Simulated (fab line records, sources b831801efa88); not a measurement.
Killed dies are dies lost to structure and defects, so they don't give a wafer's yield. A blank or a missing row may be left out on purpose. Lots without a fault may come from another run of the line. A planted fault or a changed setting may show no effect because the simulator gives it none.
fab line records | flow gf180mcu
record lots=6 wafers=18 last_day=34
route steps=602 shown POLY_GATE@173 HV_LDD@176
lots that met no fault: from a run of the same line without faults
start_h: hours from the record's first day to the start of the lot's first wafer shown | wait_h: hours since the lot's step before | " the same as in the row above | L1.1+2: a row that stands for several wafers | - no value, or no start given | * or withheld: withheld | < > ~ a bound
route shown NAME@n: a module of which the file shows steps, and the number in the route of the first | usual: mean/standard deviation of fault-free wafers | same: alike in all rows | chamber/n: place in a boat | sites: the reading at each site | _std_site: their standard deviation | _edge_site: outer sites' mean less inner sites' | radius_mm: how far each site lies from the wafer's centre | mask NAME#n: copy n | behind: the tool/chamber that last shaped the wafer | hold: why the lot was held/for how many hours/how that ended | device: the transistor (n, p or np) that didn't switch | end of line: the same wafers' tests at the end of the route | a step without rows: its recipe alone | killed: dies lost to structure and defects at the first sort, not the wafer's yield | map: a wafer's dies, x killed, . not, _ none there
set.NAME: the setting as run; set.NAME@STEP: as run at that earlier step | model.NAME: the simulator's own value behind a step, which no gauge read
lots at some steps of the route; a table a step, a row a wafer
services: from which hour (start_h, from the record's first day; less than 0 if before it) a tool's chamber was out of use, for how many hours, and why
## steps
# step GF_POLY_GATE_OXIDATION_16
# recipe temp_c=850 ambient=O2 stabilise_s=600 purge_s=300 target_thk_a=40 ox_time_s=899
# step GF_POLY_GATE_THK_MEAS_17
# recipe reads=SiO2_of_POLY_GATE_OXIDATION_16
# usual POLY_GATE_OXIDATION_THK=4.01/0.081
# columns lot.wafer tool chamber start_h wait_h POLY_GATE_OXIDATION_THK[nm]
L665.2 film_metro-03 - 212.01 0.0 4.07
L665.3 " - " " 4.01
L665.4 " - " " 4.09
L670.1 film_metro-03 - 250.68 0.0 3.89
L670.2 " - " " 3.88
L670.6 " - " " 4.00
L675.1 film_metro-02 - 280.94 0.0 4.07
L675.3 " - " " 3.97
L675.5 " - " " 4.06
L680.2 film_metro-04 - 313.46 0.0 4.08
L680.4 " - " " 3.98
L680.5 " - " " 4.04
L685.1 film_metro-03 - 344.70 0.0 3.86
L685.4 " - " " 3.95
L685.5 " - " " 3.91
L686.1 film_metro-02 - 355.71 0.0 4.04
L686.2 " - " " 3.93
L686.5 " - " " 4.07
# step GF_POLY_GATE_CD_MEAS_18
# usual cd_nm=281.3/1.6
# columns lot.wafer tool chamber start_h wait_h cd_nm
L665.2 cd_sem-01 - 212.09 0.1 282.9
L665.3 " - " " 283.3
L665.4 " - " " 283.9
L670.1 cd_sem-01 - 250.74 0.1 279.8
L670.2 " - " " 280.6
L670.6 " - " " 284.9
L675.1 cd_sem-02 - 281.02 0.1 281.0
L675.3 " - " " 278.3
L675.5 " - " " 280.3
L680.2 cd_sem-01 - 313.54 0.1 281.7
L680.4 " - " " 279.1
L680.5 " - " " 279.9
L685.1 cd_sem-01 - 344.76 0.1 281.1
L685.4 " - " " 279.3
L685.5 " - " " 280.0
L686.1 cd_sem-02 - 355.77 0.1 279.8
L686.2 " - " " 279.7
L686.5 " - " " 278.9
# step GF_HV_LDD_DEHYDRATE_00
# recipe temp_c=200 time_s=60
# step GF_HV_LDD_HMDS_01
# recipe prime_time_s=60 prime_temp_c=120
# step GF_HV_LDD_COAT_02
# recipe resist=NOVOLAK spin_rpm=3000 resist_thk_nm=1000
# step GF_HV_LDD_SOFTBAKE_03
# recipe temp_c=90 time_s=60 resist=NOVOLAK
# step GF_HV_LDD_EXPOSE_04
# recipe mask_id=Nplus_LV_AREA target_cd_nm=400 na=0.6 source_shape=conventional sigma_outer=0.6 dose_mj=140
# step GF_HV_LDD_PEB_05
# recipe temp_c=withheld time_s=* resist=NOVOLAK
# step GF_HV_LDD_DEVELOP_06
# recipe develop_time_s=60 dev_temp_c=23
# step GF_HV_LDD_CD_MEAS_07
# recipe target_cd_nm=400
# usual cd_nm=399.7/2.3
# columns lot.wafer tool chamber start_h wait_h cd_nm
L665.2 cd_sem-01 - 228.97 0.1 401.1
L665.3 " - " " 398.5
L665.4 " - " " 400.6
L670.1 cd_sem-02 - 270.03 0.1 404.6
L670.2 " - " " 405.0
L670.6 " - " " 401.8
L675.1 cd_sem-02 - 301.08 0.1 402.6
L675.3 " - " " 401.6
L675.5 " - " " 402.4
L680.2 cd_sem-02 - 335.77 0.1 396.9
L680.4 " - " " 397.3
L680.5 " - " " 395.5
L685.1 cd_sem-01 - 367.15 0.1 398.6
L685.4 " - " " 398.8
L685.5 " - " " 399.4
L686.1 cd_sem-02 - 377.95 0.2 401.9
L686.2 " - " " 403.2
L686.5 " - " " 400.0
# step GF_HV_LDD_OVL_MEAS_08
# usual HV_LDD_OVL=-0.6/1.2
# columns lot.wafer tool chamber start_h wait_h HV_LDD_OVL[nm]
L665.2 overlay-02 - 229.08 0.1 0.5
L665.3 " - " " -0.4
L665.4 " - " " -0.8
L670.1 overlay-01 - 270.15 0.1 -1.3
L670.2 " - " " -3.4
L670.6 " - " " -2.4
L675.1 overlay-02 - 301.20 0.1 -0.1
L675.3 " - " " 0.5
L675.5 " - " " -1.3
L680.2 overlay-02 - 335.87 0.1 -0.2
L680.4 " - " " -0.7
L680.5 " - " " -0.7
L685.1 overlay-02 - 367.27 0.1 -2.1
L685.4 " - " " -1.4
L685.5 " - " " -1.8
L686.1 overlay-01 - 378.07 0.1 -0.7
L686.2 " - " " -0.8
L686.5 " - " " -0.6
# step GF_HV_LDD_IMPLANT_09
# recipe species=As energy_kev=40 dose_cm2=1e+14 tilt_deg=7
# usual beam_energy_keV=39.999/0.012 beam_on_s=9.98/0.18
# columns lot.wafer tool chamber start_h wait_h beam_energy_keV beam_on_s
L665.2 implanter-02 0 229.13 0.0 39.982 9.92
L665.3 " 0 " " 40.003 10.25
L665.4 " 0 " " 39.985 9.88
L670.1 implanter-02 0 270.19 0.0 40.007 10.15
L670.2 " 0 " " 39.983 9.94
L670.6 " 0 " " 39.996 9.63
L675.1 implanter-04 0 301.24 0.0 40.015 9.95
L675.3 " 0 " " 40.014 9.77
L675.5 " 0 " " 40.024 10.15
L680.2 implanter-02 0 335.93 0.0 40.011 9.80
L680.4 " 0 " " 40.006 10.03
L680.5 " 0 " " 40.000 9.77
L685.1 implanter-04 - 367.30 0.0 - -
L685.4 " - " " - -
L685.5 " - " " - -
L686.1 implanter-02 - 378.10 0.0 - -
L686.2 " - " " - -
L686.5 " - " " - -
# step GF_HV_LDD_STRIP_10
# recipe chemistry=O2/N2 power_w=1400 pressure_mtorr=1500 platen_temp_c=250 o2_flow_sccm=3000 n2_flow_sccm=300 overash_fraction=0.5
# usual chamber_pressure_mTorr=1499.9/1.4 drypump_motor_current_A=5.9/0.48 heater_power_w=350/39 oes_product_au=0.716/0.0044 strip_time_to_endpoint_s=12.64/0.035
# columns lot.wafer tool chamber start_h wait_h chamber_pressure_mTorr drypump_motor_current_A heater_power_w oes_product_au rf_hours_counter_h strip_time_to_endpoint_s
L665.2 plasma_asher-02 0 229.26 0.1 1498.4 5.2 323 0.718 13 12.68
L665.3 " 1 " " 1502.0 6.0 308 0.714 - 12.66
L665.4 " 0 " " 1500.0 5.2 335 0.721 - 12.67
L670.1 plasma_asher-02 0 270.34 0.1 1498.6 5.2 334 0.707 17 12.64
L670.2 " 1 " " 1499.9 5.9 313 0.711 17 12.67
L670.6 " 1 " " 1498.9 5.9 313 0.710 - 12.68
L675.1 plasma_asher-01 1 301.39 0.1 1500.1 6.7 341 0.719 62 12.70
L675.3 " 1 " " 1497.5 6.7 335 0.720 - 12.70
L675.5 " 1 " " 1500.1 6.6 343 0.711 - 12.66
L680.2 plasma_asher-01 0 336.05 0.1 1500.4 5.8 414 0.718 66 12.66
L680.4 " 0 " " 1499.0 5.8 415 0.717 - 12.70
L680.5 " 1 " " 1500.6 6.6 347 0.716 - 12.67
L685.1 plasma_asher-01 1 367.45 0.1 1499.9 6.6 353 0.725 69 12.62
L685.4 " 1 " " 1500.5 6.6 329 0.715 - 12.59
L685.5 " 0 " " 1500.2 5.8 415 0.718 - 12.59
L686.1 plasma_asher-03 0 378.25 0.1 1499.5 6.0 350 0.713 76 12.62
L686.2 " 1 " " 1500.7 5.5 325 0.725 76 12.62
L686.5 " 0 " " 1500.6 5.9 352 0.719 - 12.62
# step GF_HV_LDD_TW_MEAS_11
# usual HV_LDD_TW=2395/22
# columns lot.wafer tool chamber start_h wait_h HV_LDD_TW
L665.2 film_metro-04 - 229.37 0.1 2412
L665.3 " - " " 2377
L665.4 " - " " 2382
L670.1 film_metro-02 - 270.44 0.1 2379
L670.2 " - " " 2384
L670.6 " - " " 2384
L675.1 film_metro-04 - 301.49 0.1 2387
L675.3 " - " " 2399
L675.5 " - " " 2380
L680.2 film_metro-01 - 336.16 0.1 2444
L680.4 " - " " 2426
L680.5 " - " " 2430
L685.1 film_metro-04 - 367.55 0.1 30
L685.4 " - " " 30
L685.5 " - " " 30
L686.1 film_metro-04 - 378.35 0.1 30
L686.2 " - " " 30
L686.5 " - " " 30
# step GF_HV_LDD_DEHYDRATE_12
# recipe temp_c=200 time_s=60
# step GF_HV_LDD_HMDS_13
# recipe prime_time_s=60 prime_temp_c=120
# step GF_HV_LDD_COAT_14
# recipe resist=NOVOLAK spin_rpm=3000 resist_thk_nm=1000
# step GF_HV_LDD_SOFTBAKE_15
# recipe temp_c=90 time_s=60 resist=NOVOLAK
# step GF_HV_LDD_EXPOSE_16
# recipe mask_id=Pplus_LV_AREA target_cd_nm=400 na=0.6 source_shape=conventional sigma_outer=0.6 dose_mj=140
# step GF_HV_LDD_PEB_17
# recipe temp_c=withheld time_s=* resist=NOVOLAK
# step GF_HV_LDD_DEVELOP_18
# recipe develop_time_s=60 dev_temp_c=23
# step GF_HV_LDD_CD_MEAS_19
# recipe target_cd_nm=400
# usual cd_nm=399.8/2.3
# columns lot.wafer tool chamber start_h wait_h cd_nm
L665.2 cd_sem-01 - 247.05 0.1 400.4
L665.3 " - " " 399.6
L665.4 " - " " 400.8
L670.1 cd_sem-02 - 290.08 0.1 394.9
L670.2 " - " " 396.6
L670.6 " - " " 395.8
L675.1 cd_sem-02 - 321.68 0.1 402.4
L675.3 " - " " 404.8
L675.5 " - " " 403.2
L680.2 cd_sem-02 - 357.60 0.1 399.2
L680.4 " - " " 398.5
L680.5 " - " " 397.7
L685.1 cd_sem-01 - 390.15 0.1 400.7
L685.4 " - " " 402.3
L685.5 " - " " 401.6
L686.1 cd_sem-01 - 401.14 0.1 404.0
L686.2 " - " " 403.2
L686.5 " - " " 401.7
# step GF_HV_LDD_OVL_MEAS_20
# usual HV_LDD_01_OVL=-1.5/1.4
# columns lot.wafer tool chamber start_h wait_h HV_LDD_01_OVL[nm]
L665.2 overlay-02 - 247.16 0.1 -1.8
L665.3 " - " " -2.8
L665.4 " - " " -1.8
L670.1 overlay-02 - 290.20 0.1 0.7
L670.2 " - " " 0.7
L670.6 " - " " 0.4
L675.1 overlay-01 - 321.80 0.1 -3.1
L675.3 " - " " -2.8
L675.5 " - " " -1.2
L680.2 overlay-01 - 357.71 0.1 -1.0
L680.4 " - " " -0.6
L680.5 " - " " -2.0
L685.1 overlay-01 - 390.27 0.1 -2.7
L685.4 " - " " -3.2
L685.5 " - " " -0.7
L686.1 overlay-02 - 401.26 0.1 -0.7
L686.2 " - " " -3.8
L686.5 " - " " -2.3
# step GF_HV_LDD_IMPLANT_21
# recipe species=BF2 energy_kev=25 dose_cm2=5e+13 tilt_deg=7
# step GF_HV_LDD_STRIP_22
# recipe chemistry=O2/N2 power_w=1400 pressure_mtorr=1500 platen_temp_c=250 o2_flow_sccm=3000 n2_flow_sccm=300 overash_fraction=0.5
# usual chamber_pressure_mTorr=1500.0/1.4 drypump_motor_current_A=5.9/0.44 heater_power_w=346/35 oes_product_au=0.716/0.0045 strip_time_to_endpoint_s=12.65/0.045
# columns lot.wafer tool chamber start_h wait_h chamber_pressure_mTorr drypump_motor_current_A heater_power_w oes_product_au rf_hours_counter_h strip_time_to_endpoint_s
L665.2 plasma_asher-01 1 247.34 0.1 1499.3 6.6 340 0.718 57 12.65
L665.3 " 1 " " 1499.9 6.6 339 0.712 - 12.65
L665.4 " 0 " " 1498.8 5.8 404 0.712 - 12.64
L670.1 plasma_asher-03 1 290.39 0.1 1500.1 5.5 325 0.707 66 12.61
L670.2 " 0 " " 1501.3 6.0 349 0.712 66 12.62
L670.6 " 1 " " 1500.1 5.5 319 0.706 - 12.62
L675.1 plasma_asher-02 1 321.99 0.1 1499.4 5.9 302 0.721 22 12.71
L675.3 " 0 " " 1500.5 5.2 318 0.717 - 12.71
L675.5 " 0 " " 1500.4 5.2 328 0.706 - 12.69
L680.2 plasma_asher-02 1 357.89 0.1 1500.7 6.0 305 0.715 26 12.63
L680.4 " 0 " " 1500.4 5.2 321 0.716 - 12.65
L680.5 " 1 " " 1501.9 5.9 309 0.717 - 12.67
L685.1 plasma_asher-03 1 390.45 0.1 1497.6 5.5 313 0.720 77 12.66
L685.4 " 0 " " 1501.6 6.0 353 0.725 - 12.68
L685.5 " 1 " " 1503.8 5.5 325 0.714 - 12.68
L686.1 plasma_asher-03 0 401.45 0.1 1501.4 6.0 356 0.716 78 12.61
L686.2 " 1 " " 1498.0 5.5 320 0.716 78 12.58
L686.5 " 0 " " 1502.3 6.0 354 0.713 - 12.61
# step GF_HV_LDD_TW_MEAS_23
# usual HV_LDD_2_TW=1048/11
# columns lot.wafer tool chamber start_h wait_h HV_LDD_2_TW
L665.2 film_metro-02 - 247.45 0.1 1041
L665.3 " - " " 1039
L665.4 " - " " 1037
L670.1 film_metro-02 - 290.49 0.1 1033
L670.2 " - " " 1034
L670.6 " - " " 1033
L675.1 film_metro-04 - 322.09 0.1 1052
L675.3 " - " " 1054
L675.5 " - " " 1046
L680.2 film_metro-02 - 358.00 0.1 1035
L680.4 " - " " 1036
L680.5 " - " " 1035
L685.1 film_metro-04 - 390.55 0.1 1052
L685.4 " - " " 1053
L685.5 " - " " 1056
L686.1 film_metro-04 - 401.55 0.1 1054
L686.2 " - " " 1048
L686.5 " - " " 1051
# step GF_HV_LDD_DEHYDRATE_24
# recipe temp_c=200 time_s=60
# step GF_HV_LDD_HMDS_25
# recipe prime_time_s=60 prime_temp_c=120
# step GF_HV_LDD_COAT_26
# recipe resist=NOVOLAK spin_rpm=3000 resist_thk_nm=1000
# step GF_HV_LDD_SOFTBAKE_27
# recipe temp_c=90 time_s=60 resist=NOVOLAK
# step GF_HV_LDD_EXPOSE_28
# recipe mask_id=Nplus_HV_AREA target_cd_nm=400 na=0.6 source_shape=conventional sigma_outer=0.6 dose_mj=140
# step GF_HV_LDD_PEB_29
# recipe temp_c=withheld time_s=* resist=NOVOLAK
# step GF_HV_LDD_DEVELOP_30
# recipe develop_time_s=60 dev_temp_c=23
# step GF_HV_LDD_CD_MEAS_31
# recipe target_cd_nm=400
# usual cd_nm=399.8/2.6
# columns lot.wafer tool chamber start_h wait_h cd_nm
L665.2 cd_sem-01 - 265.90 0.1 405.1
L665.3 " - " " 404.4
L665.4 " - " " 403.6
L670.1 cd_sem-01 - 311.13 0.1 397.3
L670.2 " - " " 399.7
L670.6 " - " " 396.7
L675.1 cd_sem-02 - 343.43 0.1 400.0
L675.3 " - " " 400.2
L675.5 " - " " 397.4
L680.2 cd_sem-01 - 380.25 0.1 400.5
L680.4 " - " " 400.1
L680.5 " - " " 401.2
L685.1 cd_sem-02 - 415.34 0.1 396.7
L685.4 " - " " 397.4
L685.5 " - " " 397.9
L686.1 cd_sem-02 - 424.05 0.1 404.2
L686.2 " - " " 404.6
L686.5 " - " " 403.4
# step GF_HV_LDD_OVL_MEAS_32
# usual HV_LDD_02_OVL=-0.4/1.4
# columns lot.wafer tool chamber start_h wait_h HV_LDD_02_OVL[nm]
L665.2 overlay-01 - 266.01 0.1 -0.5
L665.3 " - " " -1.6
L665.4 " - " " 1.1
L670.1 overlay-01 - 311.25 0.1 0.0
L670.2 " - " " 0.3
L670.6 " - " " 1.4
L675.1 overlay-02 - 343.55 0.1 -2.0
L675.3 " - " " -1.7
L675.5 " - " " -2.0
L680.2 overlay-02 - 380.36 0.1 -0.4
L680.4 " - " " -0.4
L680.5 " - " " 0.1
L685.1 overlay-02 - 415.46 0.1 0.9
L685.4 " - " " 1.5
L685.5 " - " " -0.3
L686.1 overlay-02 - 424.17 0.1 -0.6
L686.2 " - " " -1.1
L686.5 " - " " -0.1
# step GF_HV_LDD_IMPLANT_33
# recipe species=P energy_kev=60 dose_cm2=7.5e+12 tilt_deg=30 rotation_deg=0
# step GF_HV_LDD_IMPLANT_34
# recipe species=P energy_kev=60 dose_cm2=7.5e+12 tilt_deg=30 rotation_deg=90
# step GF_HV_LDD_IMPLANT_35
# recipe species=P energy_kev=60 dose_cm2=7.5e+12 tilt_deg=30 rotation_deg=180
# step GF_HV_LDD_IMPLANT_36
# recipe species=P energy_kev=60 dose_cm2=7.5e+12 tilt_deg=30 rotation_deg=270
# step GF_HV_LDD_STRIP_37
# recipe chemistry=O2/N2 power_w=1400 pressure_mtorr=1500 platen_temp_c=250 o2_flow_sccm=3000 n2_flow_sccm=300 overash_fraction=0.5
# usual chamber_pressure_mTorr=1500.1/1.3 drypump_motor_current_A=5.8/0.41 heater_power_w=336/30 oes_product_au=0.717/0.0046 strip_time_to_endpoint_s=12.65/0.033
# columns lot.wafer tool chamber start_h wait_h chamber_pressure_mTorr drypump_motor_current_A heater_power_w oes_product_au rf_hours_counter_h strip_time_to_endpoint_s
L665.2 plasma_asher-01 0 266.64 0.1 1499.9 5.8 410 0.713 59 12.67
L665.3 " 1 " " 1500.3 6.6 344 0.715 - 12.66
L665.4 " 0 " " 1500.1 5.8 420 0.714 - 12.70
L670.1 plasma_asher-02 0 311.89 0.1 1500.7 5.2 320 0.708 21 12.59
L670.2 " 1 " " 1502.4 6.0 303 0.719 21 12.58
L670.6 " 0 " " 1501.1 5.2 328 0.721 - 12.66
L675.1 plasma_asher-01 0 344.19 0.1 1499.0 5.8 419 0.717 67 12.69
L675.3 " 0 " " 1499.2 5.8 415 0.722 - 12.69
L675.5 " 1 " " 1500.0 6.6 340 0.719 - 12.66
L680.2 plasma_asher-02 1 380.99 0.1 1501.3 6.0 309 0.714 28 12.69
L680.4 " 0 " " 1501.2 5.2 338 0.720 - 12.69
L680.5 " 1 " " 1500.0 5.9 305 0.714 - 12.69
L685.1 plasma_asher-03 1 416.10 0.1 1499.8 5.5 319 0.710 80 12.62
L685.4 " 0 " " 1500.5 6.0 344 0.718 - 12.63
L685.5 " 0 " " 1499.6 6.0 352 0.716 - 12.58
L686.1 plasma_asher-03 0 424.80 0.1 1501.3 6.0 334 0.717 81 12.65
L686.2 " 1 " " 1498.8 5.5 317 0.720 81 12.64
L686.5 " 0 " " 1500.2 6.0 351 0.721 - 12.68
# step GF_HV_LDD_TW_MEAS_38
# usual HV_LDD_3_TW=1425/12
# columns lot.wafer tool chamber start_h wait_h HV_LDD_3_TW
L665.2 film_metro-02 - 266.75 0.1 1414
L665.3 " - " " 1420
L665.4 " - " " 1419
L670.1 film_metro-01 - 311.99 0.1 1448
L670.2 " - " " 1446
L670.6 " - " " 1446
L675.1 film_metro-02 - 344.29 0.1 1414
L675.3 " - " " 1414
L675.5 " - " " 1417
L680.2 film_metro-02 - 381.10 0.1 1419
L680.4 " - " " 1405
L680.5 " - " " 1414
L685.1 film_metro-04 - 416.20 0.1 1408
L685.4 " - " " 1411
L685.5 " - " " 1413
L686.1 film_metro-01 - 424.90 0.1 1437
L686.2 " - " " 1445
L686.5 " - " " 1443
# step GF_HV_LDD_RS_MEAS_53
# recipe thk_meas_gauge=four-point-probe
# usual HV_LDD_RS=418.5/1
# columns lot.wafer tool chamber start_h wait_h HV_LDD_RS[ohm/sq]
L665.2 film_metro-01 - 286.53 0.1 419.8
L665.3 " - " " 419.6
L665.4 " - " " 419.9
L670.1 film_metro-04 - 333.37 0.1 418.9
L670.2 " - " " 418.6
L670.6 " - " " 418.3
L675.1 film_metro-04 - 366.83 0.1 418.8
L675.3 " - " " 418.1
L675.5 " - " " 419.4
L680.2 film_metro-02 - 404.21 0.1 420.4
L680.4 " - " " 418.7
L680.5 " - " " 419.9
L685.1 film_metro-01 - 439.88 0.1 882.3
L685.4 " - " " 882.6
L685.5 " - " " 881.0
L686.1 film_metro-02 - 449.54 0.1 883.8
L686.2 " - " " 881.7
L686.5 " - " " 881.9
## services
# columns tool chamber start_h hours kind
implanter-04 - 216.11 3.9 pm
implanter-04 - 231.64 1.2 repair
plasma_asher-02 - 236.46 3.6 repair
implanter-04 - 242.50 4.5 repair
plasma_asher-01 - 256.53 1.6 repair
plasma_asher-01 - 268.68 0.6 repair
plasma_asher-01 - 293.53 2.8 pm
plasma_asher-02 - 301.96 2.8 pm
implanter-02 - 383.99 6.1 repair
plasma_asher-02 - 399.65 2.5 repair
plasma_asher-01 - 421.34 9.0 pm
plasma_asher-01 0 421.34 9.0 vent_cycle
plasma_asher-01 1 421.34 9.0 vent_cycle
plasma_asher-01 - 423.25 1.6 repair
## key
first_sign step=GF_HV_LDD_IMPLANT_09 reading=tool_record direction=missing
effect step=GF_HV_LDD_TW_MEAS_11 reading=HV_LDD_TW direction=down sigmas=99+ usual=2395 struck=30
effect step=GF_HV_LDD_RS_MEAS_53 reading=HV_LDD_RS direction=up sigmas=99+ usual=418.5 struck=882.2
met_at GF_HV_LDD_IMPLANT_09
struck_wafers L685.1,L685.4,L685.5,L686.1,L686.2,L686.5
later_rows_left_out L685.1,L685.4,L685.5,L686.1,L686.2,L686.5
sort_left_out L685.1,L685.4,L685.5,L686.1,L686.2,L686.5
tester_left_out L685,L686
onset_between 335.93 367.30
fault kind=skipped_step_whole tool=implanter-02,implanter-04 chamber=- onset_h=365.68 steps=GF_HV_LDD_IMPLANT_09 scope=struck_lots_only
# tester_left_out: of these lots the tester's yield and bins aren't shown, on N5 and GAA mostly nor the transistor test; their killed dies are dies lost to structure and defects alone, not to doping, threshold or leakage, so they don't give the yield
# sort_left_out: the simulated sort isn't trusted on such a fault, so these wafers' sort isn't shown, and their yield isn't known
# later_rows_left_out: the simulator's readings of these wafers behind a module that went badly wrong aren't trusted and aren't shown, but for the sort
